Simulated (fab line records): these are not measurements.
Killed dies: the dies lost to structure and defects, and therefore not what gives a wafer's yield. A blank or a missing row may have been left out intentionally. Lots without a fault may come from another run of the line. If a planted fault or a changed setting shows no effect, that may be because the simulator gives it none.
Matching of chambers / flow sky130 / SKY_VIA4_CMP_21 on cmp-02: 4 sister chambers
The step polishes, stops on SiO2, t overpolish 25 s, target thk 0 nm. 8 wafers are shown with their chamber, then 7 later ones without.

WAFERS, EACH WITH ITS CHAMBER
wafer=L122.1; chamber=1; motor-current-A (A)=11.3; time-to-endpoint-s (s)=123
wafer=L124.4; chamber=1; motor-current-A (A)=11.4; time-to-endpoint-s (s)=127
wafer=L125.6; chamber=3; motor-current-A (A)=11.1; time-to-endpoint-s (s)=123
wafer=L126.1; chamber=0; motor-current-A (A)=11.9; time-to-endpoint-s (s)=125
wafer=L126.2; chamber=2; motor-current-A (A)=12.9; time-to-endpoint-s (s)=125
wafer=L126.4; chamber=3; motor-current-A (A)=11.2; time-to-endpoint-s (s)=124
wafer=L134.2; chamber=0; motor-current-A (A)=12.3; time-to-endpoint-s (s)=117
wafer=L134.3; chamber=2; motor-current-A (A)=13.2; time-to-endpoint-s (s)=118

WAFERS WITHOUT THEIR CHAMBER
wafer=L134.4; motor-current-A (A)=10.7; time-to-endpoint-s (s)=127
wafer=L137.1; motor-current-A (A)=12.0; time-to-endpoint-s (s)=128
wafer=L137.2; motor-current-A (A)=11.5; time-to-endpoint-s (s)=125
wafer=L137.4; motor-current-A (A)=10.9; time-to-endpoint-s (s)=125
wafer=L141.2; motor-current-A (A)=13.5; time-to-endpoint-s (s)=119
wafer=L141.5; motor-current-A (A)=13.4; time-to-endpoint-s (s)=121
wafer=L141.6; motor-current-A (A)=10.7; time-to-endpoint-s (s)=127

EACH ONE'S CHAMBER
wafer=L134.4; from the rows above=can't be placed: 3 or 1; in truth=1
wafer=L137.1; from the rows above=can't be placed: 0 or 1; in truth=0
wafer=L137.2; from the rows above=can't be placed: 1 or 3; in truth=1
wafer=L137.4; from the rows above=can't be placed: 3 or 1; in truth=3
wafer=L141.2; from the rows above=2; in truth=2
wafer=L141.5; from the rows above=2; in truth=2
wafer=L141.6; from the rows above=can't be placed: 3 or 1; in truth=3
2 of 7 placed correctly. These rows do not allow placing 5 (true chamber among the candidates in 5). Placed wrongly: 0.
How it was worked out, from the rows above alone: a wafer's distance from a chamber is the root of the sum, over the readings, of the square of ((its reading less the chamber's mean) divided by the reading's scatter). The wafer belongs to the nearest chamber; if the next one is less than 2 further off, it can't be placed. Each chamber's mean is taken over the wafers shown for it. The scatter: the root of (the sum of the squares of (reading less its chamber's mean) over the shown wafers, divided by (wafers less chambers)).
